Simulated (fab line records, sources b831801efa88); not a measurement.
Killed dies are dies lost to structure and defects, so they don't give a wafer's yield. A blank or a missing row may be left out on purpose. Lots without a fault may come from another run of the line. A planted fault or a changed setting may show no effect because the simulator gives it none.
Which tool did it? | flow gf180mcu | 12 lots, 36 wafers sampled, at 6 steps of a route of 602

WHAT THE GAUGES READ, wafer by wafer
GF_HV_LDD_OVL_MEAS_32.
lot  | measured     | on         | HV_LDD_02_OVL (nm)
L833 | day 12 17:07 | overlay-01 | -1.6 -1.6 -2.2
L834 | day 13 03:08 | overlay-02 | -0.5 -1.7 -1.8
L841 | day 15 00:19 | overlay-02 | -1.1 -0.3 -2.3
L842 | day 15 21:45 | overlay-01 | -1.6 0.0 1.0
L843 | day 16 03:47 | overlay-02 | 2.3 1.2 1.9
L844 | day 16 13:35 | overlay-02 | -0.5 -2.0 -1.6
L845 | day 16 19:52 | overlay-02 | -2.0 -1.4 0.1
L846 | day 17 19:29 | overlay-02 | 1.2 -0.1 -0.4
L847 | day 18 05:49 | overlay-02 | -0.7 -1.0 1.7
L848 | day 18 06:10 | overlay-02 | 2.1 0.6 -0.4
L850 | day 18 20:02 | overlay-02 | 1.3 1.2 0.3
L849 | day 19 00:46 | overlay-01 | -1.7 -2.4 -1.4

GF_PSD_TW_MEAS_11.
lot  | measured     | on            | PSD_TW
L833 | day 15 11:50 | film_metro-01 | 3144 3147 3130
L834 | day 15 22:54 | film_metro-04 | 3148 3159 3146
L841 | day 17 22:31 | film_metro-04 | 3155 3144 3161
L842 | day 18 23:48 | film_metro-02 | 3100 3107 3099
L843 | day 19 05:40 | film_metro-02 | 3107 3092 3117
L844 | day 19 14:55 | film_metro-01 | 3147 3141 3163
L845 | day 19 21:40 | film_metro-04 | 3144 3163 3158
L846 | day 20 22:58 | film_metro-01 | 3119 3120 3122
L847 | day 21 09:52 | film_metro-02 | 3075 3071 3072
L848 | day 21 10:31 | film_metro-04 | 3143 3156 3157
L850 | day 21 23:41 | film_metro-02 | 3064 3065 3071
L849 | day 22 05:44 | film_metro-01 | 3150 3171 3150

GF_PSD_RS_MEAS_14: measures by four-point-probe.
lot  | measured     | on            | NSD_RS (ohm/sq)
L833 | day 15 12:02 | film_metro-04 | 42.72 42.88 42.86 42.84 42.86 42.88
L834 | day 15 23:07 | film_metro-02 | 43.07 43.09 43.16 43.20 43.04 43.09
L841 | day 17 22:43 | film_metro-04 | 46.13 46.17 46.12
L842 | day 18 23:59 | film_metro-01 | 46.29 46.19 46.18
L843 | day 19 05:52 | film_metro-04 | 46.29 46.25 46.08
L844 | day 19 15:09 | film_metro-04 | 46.20 46.10 46.18
L845 | day 19 21:52 | film_metro-02 | 46.00 46.12 46.00
L846 | day 20 23:10 | film_metro-02 | 46.18 46.37 46.21
L847 | day 21 10:04 | film_metro-01 | 46.20 46.13 46.15
L848 | day 21 10:42 | film_metro-04 | 46.24 46.21 46.25
L850 | day 21 23:54 | film_metro-01 | 46.19 46.12 46.15
L849 | day 22 05:57 | film_metro-02 | 46.02 46.10 46.01

GF_PSD_RS_MEAS_15: measures by four-point-probe.
lot  | measured     | on            | PSD_RS (ohm/sq)
L833 | day 15 15:54 | film_metro-04 | 99.30 99.56 100.19 99.52 99.83 99.88
L834 | day 16 01:01 | film_metro-02 | 100.01 99.82 100.06 100.01 100.01 100.01
L841 | day 17 22:50 | film_metro-04 | 108.70 108.84 108.98
L842 | day 19 00:07 | film_metro-01 | 108.88 108.71 108.93
L843 | day 19 05:59 | film_metro-04 | 108.59 108.77 108.33
L844 | day 19 15:16 | film_metro-04 | 108.80 108.72 108.70
L845 | day 19 21:59 | film_metro-02 | 107.64 108.43 107.89
L846 | day 20 23:17 | film_metro-02 | 108.76 108.78 108.50
L847 | day 21 10:11 | film_metro-01 | 108.69 108.75 108.74
L848 | day 21 10:49 | film_metro-04 | 109.09 108.56 108.93
L850 | day 22 00:01 | film_metro-01 | 108.50 108.49 108.43
L849 | day 22 06:04 | film_metro-02 | 108.12 108.58 108.02

WHICH TOOL RAN EACH LOT (tool, then ch and the chambers of the sampled wafers, then the start)
lot  | GF_HV_LDD_STRIP_37                   | GF_PSD_RTA_13
L833 | plasma_asher-03 ch 0,1, day 12 17:44 | rtp_anneal-01 ch 0, day 15 11:57
L834 | plasma_asher-03 ch 0, day 13 03:46   | rtp_anneal-01 ch 0, day 15 23:02
L841 | plasma_asher-03 ch 0,1, day 15 00:57 | rtp_anneal-02 ch 0, day 17 22:38
L842 | plasma_asher-03 ch 0,1, day 15 22:24 | rtp_anneal-01 ch 0, day 18 23:55
L843 | plasma_asher-02 ch 1, day 16 04:25   | rtp_anneal-01 ch 0, day 19 05:46
L844 | plasma_asher-03 ch 0,1, day 16 14:14 | rtp_anneal-02 ch 0, day 19 15:03
L845 | plasma_asher-01 ch 0,1, day 16 20:30 | rtp_anneal-02 ch 0, day 19 21:46
L846 | plasma_asher-03 ch 0,1, day 17 20:08 | rtp_anneal-01 ch 0, day 20 23:05
L847 | plasma_asher-01 ch 0,1, day 18 06:26 | rtp_anneal-01 ch 0, day 21 09:58
L848 | plasma_asher-03 ch 0,1, day 18 06:49 | rtp_anneal-01 ch 0, day 21 10:37
L850 | plasma_asher-03 ch 0,1, day 18 20:40 | rtp_anneal-02 ch 0, day 21 23:49
L849 | plasma_asher-02 ch 0,1, day 19 01:24 | rtp_anneal-02 ch 0, day 22 05:52
- GF_HV_LDD_STRIP_37: strips in O2/N2.
- GF_PSD_RTA_13: time 20 s.

WHAT THE TOOLS THEMSELVES READ (means of the sampled wafers that have a number; where no wafer has one, the mark that the record gives instead)
GF_HV_LDD_STRIP_37.
lot  | tool            | drypump_motor_current_A (A) | heater_power_w (W) | oes_product_au (a.u.) | strip_time_to_endpoint_s (s)
L833 | plasma_asher-03 | 6.1                         | 309                | 0.715                 | 12.63
L834 | plasma_asher-03 | 5.9                         | 315                | 0.715                 | 12.63
L841 | plasma_asher-03 | 6.4                         | 309                | 0.712                 | 12.63
L842 | plasma_asher-03 | 6.1                         | 309                | 0.715                 | 12.60
L843 | plasma_asher-02 | 5.8                         | 324                | 0.716                 | 12.66
L844 | plasma_asher-03 | 6.1                         | 312                | 0.716                 | 12.63
L845 | plasma_asher-01 | 5.8                         | 297                | 0.718                 | 12.60
L846 | plasma_asher-03 | 6.4                         | 306                | 0.722                 | 12.57
L847 | plasma_asher-01 | 5.7                         | 296                | 0.718                 | 12.66
L848 | plasma_asher-03 | 6.1                         | 307                | 0.718                 | 12.64
L850 | plasma_asher-03 | 6.1                         | 305                | 0.717                 | 12.61
L849 | plasma_asher-02 | 5.5                         | 322                | 0.711                 | 12.59

GF_PSD_RTA_13.
lot  | tool          | lamp_power_pct (%) | wafer_temp_C_max
L833 | rtp_anneal-01 | 43.8               | 1027.9
L834 | rtp_anneal-01 | 43.9               | 1028.3
L841 | rtp_anneal-02 | 37.0               | 1028.7
L842 | rtp_anneal-01 | 41.4               | 1028.5
L843 | rtp_anneal-01 | 41.5               | 1028.6
L844 | rtp_anneal-02 | 37.0               | 1028.3
L845 | rtp_anneal-02 | 37.0               | 1029.9
L846 | rtp_anneal-01 | 41.4               | 1028.5
L847 | rtp_anneal-01 | 41.5               | 1028.6
L848 | rtp_anneal-01 | 41.5               | 1028.1
L850 | rtp_anneal-02 | 37.0               | 1029.0
L849 | rtp_anneal-02 | 37.0               | 1029.7

THE ANSWER, worked out from the rows above alone
Rule: what is usual is taken from the lots themselves. Put in order of their means at a reading, lots are off if they are a third of the lots or fewer, leave a main group of 4 or more, and stand apart from it by a gap of 3 or more times the standard deviation of the main group's means; of several such gaps the widest counts. A main group whose means are all the same, to the digits that the tables above print for the reading, isn't used. A lot without any number at a reading at which 4 lots or more have one is off too. The other lots that the step has rows for count as sound. The gauges are gone through in route order, then the tools' own readings, and for those a lot's mean is taken as printed above. The first step at which some lot is off is used, and at that step the reading that is off furthest; a lot without a number counts as furthest.
Off: L833, L834, at GF_PSD_RS_MEAS_14 (NSD_RS). The main group: mean 46.16 ohm/sq, standard deviation 0.07.
A tool fits if, at a process step before that reading, it ran every lot that is off, and no sound lot after the first of them. The gauges at GF_PSD_RS_MEAS_14 are tried like those tools. None of those tried fits.

WHAT THE SIMULATOR HAD PUT IN
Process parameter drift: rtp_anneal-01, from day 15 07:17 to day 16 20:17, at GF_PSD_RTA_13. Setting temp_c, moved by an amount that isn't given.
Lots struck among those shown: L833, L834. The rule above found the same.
